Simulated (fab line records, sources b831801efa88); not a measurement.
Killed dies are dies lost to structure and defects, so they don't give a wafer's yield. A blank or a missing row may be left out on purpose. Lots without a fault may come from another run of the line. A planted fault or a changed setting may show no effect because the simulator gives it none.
A struck lot beside a sound one | flow sky130 | 24 steps out of a route of 708
Sound: wafers L824.1, L824.3, L824.4. Struck: wafers L835.1, L835.4, L835.6. The cause comes at the end.
At each step with rows: each side's tool, then ch and its chambers, then its first start. Under that, the readings that differ: sound wafers | struck wafers | difference of the means | sigmas: that difference in standard deviations of wafers without a fault.
alike: readings whose means differ by less than 2 such deviations, and words and numbers that are the same on both sides. not compared: withheld readings, readings that some wafer has no value for, bounds like >300 that may hide the same value, and numbers for which the record gives no deviation and whose values overlap.
The two part at a step that has a row with sigmas, a row that says differs or no value, or rows on one side only. Numbers that don't overlap but have no deviation are shown without sigmas and don't part them. A reading that every wafer of one side lacks parts them only if that side has two wafers or more.

SKY_LI_CONTACT_SPUTTER_19: material Ti, target thk 20 nm, time 106.37 s.
  sound on pvd_sputter-01, day 30 19:46; struck on pvd_sputter-04, day 34 06:43
  alike: throttle_valve_pct
then, 1 step without rows for these wafers: SKY_LI_CONTACT_SPUTTER_20 (material TiN, target thk 20 nm, time 80 s).
SKY_LI_CONTACT_CVD_21: deposits W, target thk 400 nm, time 120.56 s.
  sound on cvd_w-02 ch 0,1, day 30 19:54; struck on cvd_w-01 ch 0,1, day 34 06:51
  alike: heater_power_outer_w, heater_power_w
SKY_LI_CONTACT_RS_MEAS_22: measures by four-point-probe.
  sound on film_metro-02, day 30 20:02; struck on film_metro-03, day 34 06:59
  reading                  | sound                | struck               | difference | sigmas
  LI_CONTACT_W_RS (ohm/sq) | 0.2915 0.2877 0.2862 | 0.2798 0.2826 0.2818 | -0.0071    | -3
SKY_LI_CONTACT_THK_MEAS_23: measures by xrf.
  sound on film_metro-02, day 30 20:09; struck on film_metro-03, day 34 07:06
  reading               | sound       | struck      | difference | sigmas
  LI_CONTACT_W_THK (nm) | 378 385 386 | 401 394 398 | +15        | +3
SKY_LI_CONTACT_CMP_24: polishes, stops on PSG, t overpolish 20 s, target thk 0 nm.
  sound on cmp-01 ch 0,1,3, day 30 20:13; struck on cmp-01 ch 2,3, day 34 07:13
  alike: head_pressure_psi, motor_current_A, overpolish_run_s, time_to_endpoint_s
SKY_LOCAL_INTERCONNECT_SPUTTER_00: material TiN, target thk 100 nm, time 83.3 s.
  sound on pvd_sputter-03, day 30 20:32; struck on pvd_sputter-03, day 34 07:28
  alike: throttle_valve_pct
SKY_LOCAL_INTERCONNECT_RS_MEAS_01: measures by four-point-probe.
  sound on film_metro-04, day 30 20:35; struck on film_metro-04, day 34 07:31
  alike: LOCAL_INTERCONNECT_TIN_RS
SKY_LOCAL_INTERCONNECT_THK_MEAS_02: measures by xrf.
  sound on film_metro-04, day 30 20:43; struck on film_metro-04, day 34 07:38
  alike: LOCAL_INTERCONNECT_TIN_THK
then, 3 steps without rows for these wafers: SKY_LOCAL_INTERCONNECT_DEHYDRATE_03 (time 60 s); SKY_LOCAL_INTERCONNECT_HMDS_04 (prime time 60 s); SKY_LOCAL_INTERCONNECT_COAT_05 (resist thk 60 nm).
SKY_LOCAL_INTERCONNECT_COAT_06: resist thk 450 nm.
  sound on litho_track-04 ch 0, day 31 09:00; struck on litho_track-04 ch 0, day 34 20:00
  reading                                                   | sound                | struck               | difference | sigmas
  spin_speed_rpm (rpm)                                      | 3000.3 2999.8 2999.4 | 2926.8 2924.4 2924.7 | -74.5      | -39
  model.KrF-thick_of_LOCAL_INTERCONNECT_COAT_06.thk_nm (nm) | 450.7 451.2 450.2    | 459.3 457.8 455.9    | +7.0       |
then, 4 steps without rows for these wafers: SKY_LOCAL_INTERCONNECT_SOFTBAKE_07 (time 90 s); SKY_LOCAL_INTERCONNECT_EXPOSE_08 (exposes mask LI1M, target cd 170 nm); SKY_LOCAL_INTERCONNECT_PEB_09; SKY_LOCAL_INTERCONNECT_DEVELOP_10 (develop time 60 s).
SKY_LOCAL_INTERCONNECT_CD_MEAS_11: target cd 170 nm.
  sound on cd_sem-02, day 31 23:47; struck on cd_sem-02, day 35 10:20
  alike: cd_nm
SKY_LOCAL_INTERCONNECT_OVL_MEAS_12:
  sound on overlay-01, day 31 23:55; struck on overlay-01, day 35 10:28
  alike: LOCAL_INTERCONNECT_OVL
SKY_LOCAL_INTERCONNECT_ETCH_13: etches BARC in N2/H2, stops on SiO2, time 45.9 s, target depth 60 nm.
  sound on rie_metal-01 ch 0,1, day 31 23:56; struck on rie_metal-01 ch 0,1, day 35 10:29
  alike: drypump_motor_current_A, oes_product_au, throttle_valve_pct
  not compared: rf_hours_counter_h
SKY_LOCAL_INTERCONNECT_METAL_ETCH_14: etches TiN in Cl2/BCl3, stops on PSG, target depth 110 nm, time 31.4 s.
  sound on rie_metal-01 ch 0,1, day 32 00:02; struck on rie_metal-01 ch 0,1, day 35 10:34
  reading                                                   | sound             | struck            | difference | sigmas
  model.KrF-thick_of_LOCAL_INTERCONNECT_COAT_06.thk_nm (nm) | 346.8 346.5 347.2 | 357.3 354.3 354.3 | +8.5       |
  alike: bcl3_flow_sccm, drypump_motor_current_A, oes_product_au, throttle_valve_pct
  not compared: rf_hours_counter_h
SKY_LOCAL_INTERCONNECT_STRIP_15: strips in O2/N2.
  sound on plasma_asher-02 ch 0,1, day 32 00:06; struck on plasma_asher-02 ch 0,1, day 35 10:37
  reading                      | sound             | struck            | difference | sigmas
  strip_time_to_endpoint_s (s) | 4.697 4.674 4.693 | 4.802 4.786 4.786 | +0.103     | +5
  alike: drypump_motor_current_A, oes_product_au
  not compared: rf_hours_counter_h
then, 2 steps without rows for these wafers: SKY_LOCAL_INTERCONNECT_STRIP_16 (strips in post etch residue remover, time 1200 s); SKY_PAD_OPEN_PROBE_99.

WHERE THEY PART
First at SKY_LI_CONTACT_RS_MEAS_22; last, within this record, at SKY_LOCAL_INTERCONNECT_STRIP_15.

WHY: what the simulator had put in
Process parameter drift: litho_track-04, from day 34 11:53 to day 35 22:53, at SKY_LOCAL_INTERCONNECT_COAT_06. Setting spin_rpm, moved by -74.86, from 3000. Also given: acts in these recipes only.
